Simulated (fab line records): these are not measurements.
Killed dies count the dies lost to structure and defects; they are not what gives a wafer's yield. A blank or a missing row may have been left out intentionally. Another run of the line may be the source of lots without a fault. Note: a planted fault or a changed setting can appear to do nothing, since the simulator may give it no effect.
fab line records | flow sky130
record lots=5 wafers=15 last-day=50
route steps=708 shown VIA3@585 PAD_OPEN@708
lots untouched by any fault: they come from a run of this same line in which no faults occurred
start-h: hours from the record's opening day to when the first of the lot's shown wafers began | wait-h: hours elapsed since this lot's preceding step | " repeats the value in the row above | L1.1+2: one row covering several wafers at once | - no value, or no start was given | * or withheld: withheld | < > ~ a bound
route shown NAME@n: names a module that has steps shown in the file, with the first one's number in the route | usual: average and standard deviation across the fault-free wafers | same: alike in all rows | chamber/n: place in a boat | sites: per-site readings | _std_site: the values' standard deviation | _edge_site: the outer-site mean with the inner-site mean subtracted | radius-mm: how far each site lies from the wafer's centre | mask NAME#n: copy n | behind: tool/chamber where the wafer was last shaped | hold: cause of the lot's hold/its duration in hours/its outcome | device: names the non-switching transistor (n, p or np) | end of line: tests run on the same wafers once the route is complete | a step with no rows: only its recipe | killed: dies that structure and defects cost at the first sort, which is not the same as the wafer's yield | map: a wafer's dies, x killed, . not, _ none there
set.NAME: the setting that was run; set.NAME@STEP: the one run at that earlier step | model.NAME: the simulator's own value behind a step, which no gauge read
a table for each step, a row for each wafer; lots at some steps of the route
services: when a tool's chamber went out of use (start-h, in hours from the record's first day, below 0 if earlier), for how many hours, and the reason
## steps
# step SKY_VIA3_CD_MEAS_12
# recipe target-cd-nm=200
# usual cd-nm=200.5/1.7
# columns lot.wafer tool chamber start-h wait-h cd-nm
L766.1 cd-sem-02 - 986.47 - 200.7
L766.3 " - " " 200.7
L766.6 " - " " 201.2
L767.1 cd-sem-01 - 1017.03 - 201.3
L767.2 " - " " 199.4
L767.3 " - " " 199.9
L774.2 cd-sem-01 - 1037.33 - 198.3
L774.3 " - " " 197.7
L774.6 " - " " 197.5
L778.1 cd-sem-02 - 1056.78 - 198.3
L778.2 " - " " 198.5
L778.6 " - " " 198.8
L781.2 cd-sem-02 - 1074.45 - 196.9
L781.5 " - " " 197.9
L781.6 " - " " 198.1
# step SKY_VIA3_OVL_MEAS_13
# usual VIA3_OVL=5/5.3
# columns lot.wafer tool chamber start-h wait-h VIA3_OVL[nm]
L766.1 overlay-01 - 986.59 0.1 2
L766.3 " - " " 8
L766.6 " - " " 10
L767.1 overlay-01 - 1017.15 0.1 -2
L767.2 " - " " 0
L767.3 " - " " 3
L774.2 overlay-01 - 1037.43 0.1 9
L774.3 " - " " 1
L774.6 " - " " 7
L778.1 overlay-01 - 1056.90 0.1 15
L778.2 " - " " 3
L778.6 " - " " 3
L781.2 overlay-02 - 1074.55 0.1 8
L781.5 " - " " 2
L781.6 " - " " 12
# step SKY_VIA3_ETCH_14
# recipe chemistry=N2/H2 target=BARC ion-energy-ev=200 source-w=500 bias-w=100 pressure-mtorr=30 n2-flow-sccm=100 h2-flow-sccm=200 stop-on=SiO2 time-s=45.9 target-depth-a=600
# usual drypump-motor-current-A=5.8/0.49 n2-flow-sccm=99.99/0.28 oes-product-au=0.855/0.0049 throttle-valve-pct=13.224/0.0085
# columns lot.wafer tool chamber start-h wait-h drypump-motor-current-A n2-flow-sccm oes-product-au rf-hours-counter-h throttle-valve-pct
L766.1 rie-diel-02 0 986.62 0.0 6.2 100.59 0.854 17 13.221
L766.3 " 3 " " 6.3 100.26 0.867 16 13.226
L766.6 " 3 " " 6.3 100.05 0.860 - 13.219
L767.1 rie-diel-02 1 1017.18 0.0 5.3 99.79 0.854 11 13.215
L767.2 " 0 " " 6.2 99.95 0.849 18 13.218
L767.3 " 3 " " 6.3 100.13 0.853 17 13.218
L774.2 rie-diel-02 1 1037.46 0.0 5.3 99.92 0.860 12 13.223
L774.3 " 3 " " 6.3 100.15 0.854 18 13.213
L774.6 " 0 " " 6.2 100.27 0.844 - 13.224
L778.1 rie-diel-02 2 1056.94 0.0 5.7 100.15 0.867 4 13.229
L778.2 " 1 " " 5.3 100.32 0.851 13 13.212
L778.6 " 1 " " 5.3 100.41 0.864 - 13.207
L781.2 rie-diel-01 0 1074.58 0.0 5.5 100.39 0.850 7 13.224
L781.5 " 1 " " 5.1 99.96 0.856 - 13.225
L781.6 " 2 " " 5.0 99.74 0.854 - 13.204
# step SKY_VIA3_ETCH_15
# recipe target=SiO2 chemistry=C4F8/O2/Ar target-depth-nm=507 stop-on=TiN mask-material=KrF-thick source-w=1500 bias-w=1200 pressure-mtorr=40 c4f8-flow-sccm=withheld O2_flow_sccm=6 Ar_flow_sccm=300 time-s=78
# usual oes-product-au=0.946/0.0052
# columns lot.wafer tool chamber start-h wait-h oes-product-au rf-hours-counter-h
L766.1 rie-diel-02 0 986.67 0.0 0.941 17
L766.3 " 3 " " 0.943 16
L766.6 " 3 " " 0.952 -
L767.1 rie-diel-02 1 1017.23 0.0 0.943 11
L767.2 " 0 " " 0.945 18
L767.3 " 3 " " 0.955 17
L774.2 rie-diel-02 1 1037.51 0.0 0.947 12
L774.3 " 3 " " 0.941 18
L774.6 " 0 " " 0.950 -
L778.1 rie-diel-02 2 1056.98 0.0 0.945 4
L778.2 " 1 " " 0.946 13
L778.6 " 1 " " 0.950 -
L781.2 rie-diel-01 0 1074.63 0.0 0.946 7
L781.5 " 1 " " 0.950 -
L781.6 " 2 " " 0.946 -
# step SKY_VIA3_STRIP_16
# recipe chemistry=O2/N2 power-w=1400 pressure-mtorr=1500 platen-temp-c=withheld o2-flow-sccm=3000 n2-flow-sccm=300 overash-fraction=0.5
# usual drypump-motor-current-A=5.9/0.39 n2-flow-sccm=299.8/0.75 oes-product-au=0.402/0.0049 strip-time-to-endpoint-s=4.13/0.046
# columns lot.wafer tool chamber start-h wait-h drypump-motor-current-A n2-flow-sccm oes-product-au rf-hours-counter-h strip-time-to-endpoint-s
L766.1 plasma-asher-01 1 986.73 0.0 5.5 300.2 0.409 113 4.19
L766.3 " 1 " " 5.5 299.9 0.398 - 4.08
L766.6 " 1 " " 5.5 299.8 0.402 - 4.11
L767.1 plasma-asher-01 0 1017.29 0.0 5.9 300.9 0.410 116 4.13
L767.2 " 1 " " 5.5 299.8 0.399 116 4.21
L767.3 " 0 " " 5.9 299.8 0.408 - 4.09
L774.2 plasma-asher-03 0 1037.57 0.0 5.8 300.6 0.398 28 4.17
L774.3 " 0 " " 5.8 299.3 0.400 - 4.12
L774.6 " 0 " " 5.8 300.8 0.404 - 4.20
L778.1 plasma-asher-03 1 1057.04 0.0 6.4 298.8 0.402 30 4.09
L778.2 " 0 " " 5.8 301.1 0.401 30 4.15
L778.6 " 0 " " 5.8 301.1 0.407 - 4.14
L781.2 plasma-asher-01 0 1074.69 0.0 5.9 300.2 0.395 1 4.14
L781.5 " 1 " " 5.5 299.8 0.406 - 4.13
L781.6 " 0 " " 5.9 299.0 0.406 - 4.20
# step SKY_VIA3_STRIP_17
# recipe chemistry=post-etch-residue-remover time-s=1200 temp-c=72.5
# step SKY_VIA3_CLEAN_18
# recipe chemistry=IPA time-s=180 temp-c=25
# step SKY_VIA3_CLEAN_19
# recipe chemistry=O3/DIW dry=n2-spin
# step SKY_VIA3_SPUTTER_20
# recipe material=TiN target-thk-nm=20 chamber-pressure-pa=5 power-w=4000 time-s=80
# usual chamber-pressure-pa=5.001/0.0094 throttle-valve-pct=30.0/1.1
# columns lot.wafer tool chamber start-h wait-h chamber-pressure-pa throttle-valve-pct
L766.1 pvd-sputter-04 - 987.47 0.0 4.999 31.9
L766.3 " - " " 5.016 29.8
L766.6 " - " " 5.003 29.6
L767.1 pvd-sputter-02 - 1017.88 0.0 5.007 31.8
L767.2 " - " " 5.008 29.7
L767.3 " - " " 4.985 31.0
L774.2 pvd-sputter-03 - 1038.16 0.0 4.989 31.1
L774.3 " - " " 5.003 28.8
L774.6 " - " " 5.002 29.3
L778.1 pvd-sputter-04 - 1057.67 0.0 4.996 29.4
L778.2 " - " " 4.995 31.9
L778.6 " - " " 4.986 29.4
L781.2 pvd-sputter-02 - 1075.32 0.0 4.988 31.8
L781.5 " - " " 4.994 31.7
L781.6 " - " " 4.999 30.9
# step SKY_VIA3_CVD_21
# recipe material=W target-thk-nm=390 time-s=117.31 temp-c=400 pressure-torr=40
# usual heater-power-w=840/65
# columns lot.wafer tool chamber start-h wait-h heater-power-w
L766.1 cvd-w-02 1 987.53 0.0 815
L766.3 " 0 " " 817
L766.6 " 1 " " 793
L767.1 cvd-w-02 0 1017.94 0.0 813
L767.2 " 1 " " 792
L767.3 " 1 " " 796
L774.2 cvd-w-02 1 1038.22 0.0 810
L774.3 " 1 " " 791
L774.6 " 0 " " 842
L778.1 cvd-w-01 0 1057.74 0.0 786
L778.2 " 1 " " 940
L778.6 " 0 " " 810
L781.2 cvd-w-01 0 1075.38 0.0 788
L781.5 " 0 " " 786
L781.6 " 1 " " 980
# step SKY_VIA3_RS_MEAS_22
# recipe thk-meas-gauge=four-point-probe reads=W_of_VIA3_CVD_21+TiN_of_VIA3_SPUTTER_20
# usual VIA3_W_RS=0.293/0.0062
# columns lot.wafer tool chamber start-h wait-h VIA3_W_RS[ohm/sq]
L766.1 film-metro-01 - 987.65 0.1 0.283
L766.3 " - " " 0.298
L766.6 " - " " 0.289
L767.1 film-metro-01 - 1018.06 0.1 0.298
L767.2 " - " " 0.286
L767.3 " - " " 0.284
L774.2 film-metro-01 - 1038.36 0.1 0.284
L774.3 " - " " 0.282
L774.6 " - " " 0.295
L778.1 film-metro-03 - 1057.86 0.1 0.301
L778.2 " - " " 0.297
L778.6 " - " " 0.297
L781.2 film-metro-03 - 1075.52 0.1 0.299
L781.5 " - " " 0.300
L781.6 " - " " 0.294
# step SKY_VIA3_THK_MEAS_23
# recipe thk-meas-gauge=xrf reads=W_of_VIA3_CVD_21
# usual VIA3_W_THK=385/8.5
# columns lot.wafer tool chamber start-h wait-h VIA3_W_THK[nm]
L766.1 film-metro-01 - 987.77 0.1 394
L766.3 " - " " 374
L766.6 " - " " 390
L767.1 film-metro-01 - 1018.18 0.1 375
L767.2 " - " " 389
L767.3 " - " " 395
L774.2 film-metro-01 - 1038.47 0.1 394
L774.3 " - " " 395
L774.6 " - " " 380
L778.1 film-metro-03 - 1057.98 0.1 375
L778.2 " - " " 379
L778.6 " - " " 380
L781.2 film-metro-03 - 1075.63 0.1 378
L781.5 " - " " 375
L781.6 " - " " 384
# step SKY_VIA3_CMP_24
# recipe stop-on=SiO2 t-overpolish-s=20 down-force-psi=3.5 platen-rpm=60 target-thk-nm=0 pad-velocity-m-s=0.94248
# usual head-pressure-psi=3.500/0.0074 motor-current-A=11.2/1.1 overpolish-run-s=20.000/0.0094 platen-rpm=60.00/0.041 time-to-endpoint-s=95/4.5
# columns lot.wafer tool chamber start-h wait-h head-pressure-psi motor-current-A overpolish-run-s platen-rpm time-to-endpoint-s
L766.3 cmp-01 3 987.83 0.0 3.486 10.2 19.990 60.04 93
L766.1 " 1 " " 3.495 11.0 20.009 60.06 98
L766.6 " 0 " " 3.490 13.0 20.004 60.05 101
L767.3 cmp-02 2 1018.29 0.1 3.508 10.6 20.001 60.00 100
L767.2 " 3 " " 3.493 9.1 20.000 60.00 91
L767.1 " 0 " " 3.497 11.9 20.003 59.98 90
L774.2 cmp-02 0 1039.07 0.6 3.511 12.8 0.048 60.03 153
L774.3 " 1 " " 3.508 12.6 0.047 60.02 153
L774.6 " 0 " " 3.506 11.5 0.040 60.03 148
L778.1 cmp-01 0 1058.04 0.1 3.484 12.1 20.017 59.96 94
L778.2 " 1 " " 3.494 10.5 19.984 59.92 93
L778.6 " 1 " " 3.509 10.7 19.997 59.91 91
L781.2 cmp-01 0 1075.73 0.1 3.498 12.4 19.990 59.98 99
L781.6 " 3 " " 3.499 10.2 20.005 60.02 92
L781.5 " 0 " " 3.503 11.4 20.004 60.03 97
# step SKY_PAD_OPEN_PROBE_99
# usual defect-limited-yield=82.8/1.9 killed_at_M0_to_M3=43/7.5 killed_at_M4_up=2.8/1.8 killed-at-contacts=24/5.3 killed-at-front-end=14/4.2 killed-at-other=0.3/0.54 killed-dies=84/9.4 killed-on-rim=16/3.3 killed-open=46/7.1 killed-short=38/6.6 sort_bin_3_pad_short=0.8/0.42 sort_bin_5_function=10.1/1.4 sort_bin_6_memory=6.2/1.1 sort-n-pass=408/9.4 sort-yield-pct=82.8/1.9
# same gross-dies=492 killed-at-back-side=0 sort_bin_4_leakage[%]=0 sort_bin_8_speed[%]=0
# columns lot.wafer tool chamber start-h wait-h hold defect-limited-yield[%] killed_at_M0_to_M3 killed_at_M4_up killed-at-contacts killed-at-front-end killed-at-other killed-dies killed-on-rim killed-open killed-short sort_bin_3_pad_short[%] sort_bin_5_function[%] sort_bin_6_memory[%] sort-n-pass sort-yield-pct[%]
L766.1 prober-01 - 1126.34 0.1 - 83.1 40 3 31 8 1 83 17 52 29 1.0 9.1 6.7 409 83.1
L766.3 prober-01 - 1126.44 0.2 - 82.7 39 2 32 10 2 85 14 44 37 0.6 9.8 6.9 407 82.7
L766.6 prober-01 - 1126.59 0.2 - 84.6 38 3 25 9 1 76 18 50 25 0.8 11.2 3.5 416 84.6
L767.1 prober-02 - 1152.33 0.1 - 84.6 38 4 22 12 0 76 20 39 37 0.6 8.5 6.3 416 84.6
L767.2 prober-02 - 1152.38 0.1 - 80.3 47 3 26 21 0 97 15 45 52 1.6 10.2 7.9 395 80.3
L767.3 prober-02 - 1152.43 0.2 - 80.5 56 1 19 20 0 96 16 45 49 1.0 9.6 8.9 396 80.5
L774.2 prober-01 - 1166.08 0.1 await-dispo/4.2h/scrap 0 466 2 17 7 0 492 96 44 31 85.2 7.5 7.3 0 0
L774.3 prober-01 - 1166.13 0.2 await-dispo/4.2h/scrap 0 448 2 25 17 0 492 96 38 51 82.7 12.0 5.3 0 0
L774.6 prober-01 - 1166.28 0.2 await-dispo/4.2h/scrap 0 461 1 23 6 1 492 96 41 32 86.2 8.1 5.7 0 0
L778.1 prober-02 - 1180.93 0.1 - 84.3 40 3 18 15 1 77 12 44 33 0.6 7.7 7.3 415 84.3
L778.2 prober-02 - 1180.98 0.1 - 84.1 32 2 26 18 0 78 15 40 38 0.6 9.8 5.5 414 84.1
L778.6 prober-02 - 1181.18 0.2 - 82.1 52 5 24 7 0 88 16 51 37 1.2 11.8 4.9 404 82.1
L781.2 prober-01 - 1194.27 0.1 - 82.1 42 3 28 15 0 88 23 58 30 0.2 12.4 5.3 404 82.1
L781.5 prober-01 - 1194.42 0.2 - 83.3 42 7 23 10 0 82 17 41 41 0.6 9.8 6.3 410 83.3
L781.6 prober-01 - 1194.47 0.2 - 82.5 42 4 22 18 0 86 13 47 38 1.0 10.8 5.7 406 82.5
# killed by level:class
L766.1 CONTACT:geometric-particle:open=14 VIA1:geometric-particle:open=11 LI_CONTACT:geometric-particle:open=7 VIA1:geometric-particle:short=7 VIA2:geometric-particle:open=6 CONTACT:geometric-particle:short=4 VIA3:geometric-particle:open=4 LOCAL_INTERCONNECT:geometric-particle:open=3
L766.3 CONTACT:geometric-particle:open=12 VIA1:geometric-particle:open=10 CONTACT:geometric-particle:short=8 LI_CONTACT:geometric-particle:open=7 VIA1:geometric-particle:short=6 METAL2:geometric-particle:short=5 VIA2:geometric-particle:open=5 VIA3:geometric-particle:open=4
L766.6 VIA1:geometric-particle:open=14 CONTACT:geometric-particle:open=12 LI_CONTACT:geometric-particle:open=7 VIA3:geometric-particle:open=4 CONTACT:geometric-particle:short=4 VIA1:geometric-particle:short=4 POLY_GATE:geometric-particle:open=3 METAL2:geometric-particle:open=3
L767.1 VIA1:geometric-particle:open=9 LI_CONTACT:geometric-particle:open=8 CONTACT:geometric-particle:short=6 VIA1:geometric-particle:short=6 VIA3:geometric-particle:open=6 METAL2:geometric-particle:short=5 POLY_CUT:geometric-particle:open=4 METAL1:geometric-particle:short=4
L767.2 CONTACT:geometric-particle:open=14 FIELD_ISO:geometric-particle:short=9 VIA1:geometric-particle:open=8 VIA2:geometric-particle:open=6 METAL1:geometric-particle:short=6 VIA1:geometric-particle:short=6 VIA3:geometric-particle:short=5 FIELD_ISO:geometric-particle:open=4
L767.3 VIA1:geometric-particle:short=14 VIA1:geometric-particle:open=11 VIA3:geometric-particle:open=9 LI_CONTACT:geometric-particle:open=8 CONTACT:geometric-particle:short=7 FIELD_ISO:geometric-particle:open=6 METAL2:geometric-particle:short=6 POLY_GATE:geometric-particle:short=5
L774.2 VIA3:area-cmp=416 VIA1:geometric-particle:open=16 VIA2:geometric-particle:open=8 LOCAL_INTERCONNECT:geometric-particle:short=6 METAL1:geometric-particle:short=6 VIA3:geometric-particle:open=6 CONTACT:geometric-particle:open=4 VIA1:geometric-particle:short=4
L774.3 VIA3:area-cmp=403 VIA1:geometric-particle:open=10 CONTACT:geometric-particle:open=7 VIA1:geometric-particle:short=7 FIELD_ISO:geometric-particle:short=6 METAL1:geometric-particle:short=6 CONTACT:geometric-particle:short=6 LI_CONTACT:geometric-particle:open=5
L774.6 VIA3:area-cmp=418 CONTACT:geometric-particle:open=13 VIA1:geometric-particle:open=8 VIA3:geometric-particle:open=7 VIA1:geometric-particle:short=6 VIA2:geometric-particle:open=6 METAL1:geometric-particle:short=5 LI_CONTACT:geometric-particle:open=5
L778.1 VIA1:geometric-particle:open=9 VIA2:geometric-particle:open=9 CONTACT:geometric-particle:open=7 VIA3:geometric-particle:open=6 FIELD_ISO:geometric-particle:open=4 FIELD_ISO:geometric-particle:short=4 POLY_GATE:geometric-particle:short=4 LI_CONTACT:geometric-particle:open=4
L778.2 LOCAL_INTERCONNECT:geometric-particle:short=7 CONTACT:geometric-particle:open=7 VIA2:geometric-particle:open=7 LI_CONTACT:geometric-particle:open=5 VIA1:geometric-particle:short=5 VIA1:geometric-particle:open=5 METAL2:geometric-particle:short=5 FIELD_ISO:geometric-particle:open=4
L778.6 VIA2:geometric-particle:open=9 CONTACT:geometric-particle:open=9 METAL1:geometric-particle:short=9 VIA1:geometric-particle:open=7 LI_CONTACT:geometric-particle:open=6 VIA3:geometric-particle:open=6 METAL2:geometric-particle:short=6 FIELD_ISO:geometric-particle:open=5
L781.2 LI_CONTACT:geometric-particle:open=13 CONTACT:geometric-particle:open=10 VIA1:geometric-particle:open=9 VIA1:geometric-particle:short=9 POLY_GATE:geometric-particle:open=7 VIA2:geometric-particle:open=5 VIA3:geometric-particle:open=4 METAL2:geometric-particle:short=4
L781.5 VIA1:geometric-particle:open=8 CONTACT:geometric-particle:open=8 VIA2:geometric-particle:open=7 CONTACT:geometric-particle:short=6 VIA1:geometric-particle:short=6 FIELD_ISO:geometric-particle:open=5 METAL2:geometric-particle:short=5 VIA3:geometric-particle:short=5
L781.6 VIA1:geometric-particle:open=9 VIA2:geometric-particle:open=8 CONTACT:geometric-particle:open=7 FIELD_ISO:geometric-particle:short=6 LI_CONTACT:geometric-particle:open=6 VIA1:geometric-particle:short=6 VIA3:geometric-particle:open=6 FIELD_ISO:geometric-particle:open=4
# map L774.2 (x killed, . not)
__________xxxxxxxxxx_________
________xxxxxxxxxxxxxx_______
______xxxxxxxxxxxxxxxxxx_____
_____xxxxxxxxxxxxxxxxxxxx____
____xxxxxxxxxxxxxxxxxxxxxx___
___xxxxxxxxxxxxxxxxxxxxxxxx__
__xxxxxxxxxxxxxxxxxxxxxxxxxx_
_xxxxxxxxxxxxxxxxxxxxxxxxxxxx
_xxxxxxxxxxxxxxxxxxxxxxxxxxxx
_xxxxxxxxxxxxxxxxxxxxxxxxxxxx
_xxxxxxxxxxxxxxxxxxxxxxxxxxxx
_xxxxxxxxxxxxxxxxxxxxxxxxxxxx
_xxxxxxxxxxxxxxxxxxxxxxxxxxxx
_xxxxxxxxxxxxxxxxxxxxxxxxxxxx
_xxxxxxxxxxxxxxxxxxxxxxxxxxxx
__xxxxxxxxxxxxxxxxxxxxxxxxxx_
___xxxxxxxxxxxxxxxxxxxxxxxx__
____xxxxxxxxxxxxxxxxxxxxxx___
_____xxxxxxxxxxxxxxxxxxxx____
______xxxxxxxxxxxxxxxxxx_____
________xxxxxxxxxxxxxx_______
__________xxxxxxxxxx_________
# map L767.2 (x killed, . not)
__________...x...x.._________
________......x.xx.x.._______
______..x..xxx..xx.xx..._____
_____.x...........xx..x..____
____.xx........xx.x...xx.x___
___...............x........__
__x.................x....x.x_
_..x.......x..x..x..x.x..x...
_..x.x......xxxx....x....x...
_.......x.x...x........x...x.
_x....x.......x.......x..x.x.
_..x..x.xx..........xx.x.....
_x.....x.....................
_.......x...xx.........x...x.
_....x...x.x...x.x.........x.
__..x.............xx........_
___.........x..x.......x...__
____..........x....x....x.___
_____...xxx.....x....x..x____
______..........xx......_____
________.....x...x...._______
__________.....x...._________
## services
# columns tool chamber start-h hours kind
pvd-sputter-04 - 972.43 3.3 repair
plasma-asher-01 - 974.02 2.8 pm
cmp-01 - 998.84 5.9 repair
cmp-01 - 1004.75 5.0 pm
cmp-02 - 1005.76 2.2 repair
cmp-01 - 1010.12 1.9 repair
cvd-w-01 - 1015.60 1.3 repair
pvd-sputter-03 - 1031.46 3.3 repair
rie-diel-01 - 1037.52 2.8 pm
cmp-01 - 1037.87 4.7 pm
rie-diel-02 0 1039.28 1.9 repair
cvd-w-02 - 1042.83 2.8 pm
cmp-01 - 1044.21 0.6 repair
cmp-02 - 1051.98 3.5 pm
cvd-w-01 - 1052.85 0.5 repair
plasma-asher-01 - 1055.25 9.0 pm
plasma-asher-01 0 1055.25 9.0 vent-cycle
plasma-asher-01 1 1055.25 9.0 vent-cycle
plasma-asher-01 - 1057.84 0.8 repair
plasma-asher-01 0 1064.25 - clean
plasma-asher-01 1 1064.25 - clean
pvd-sputter-04 - 1071.87 23.0 repair
## key
first-sign step=SKY_VIA3_CMP_24 reading=overpolish-run-s direction=down sigmas=99+ usual=20.000 struck=0.045
effect step=SKY_VIA3_CMP_24 reading=time-to-endpoint-s direction=up sigmas=12 usual=* struck=*
effect step=SKY_PAD_OPEN_PROBE_99 reading=sort_bin_3_pad_short direction=up sigmas=99+ usual=0.8 struck=84.7
more-kills-born-at SKY_VIA3_CMP_24@cmp-02=1237
met-at SKY_VIA3_CMP_24
struck-wafers L774.2,L774.3,L774.6
later-rows-left-out L774.2,L774.3,L774.6
onset-between 1018.29 1039.07
fault kind=process-parameter-drift tool=cmp-02 chamber=- onset-h=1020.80 steps=SKY_VIA3_CMP_24 channel=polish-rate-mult offset=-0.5 shape=step
# later-rows-left-out: the simulator's readings of these wafers behind a module that went badly wrong aren't trusted and aren't shown, but for the sort
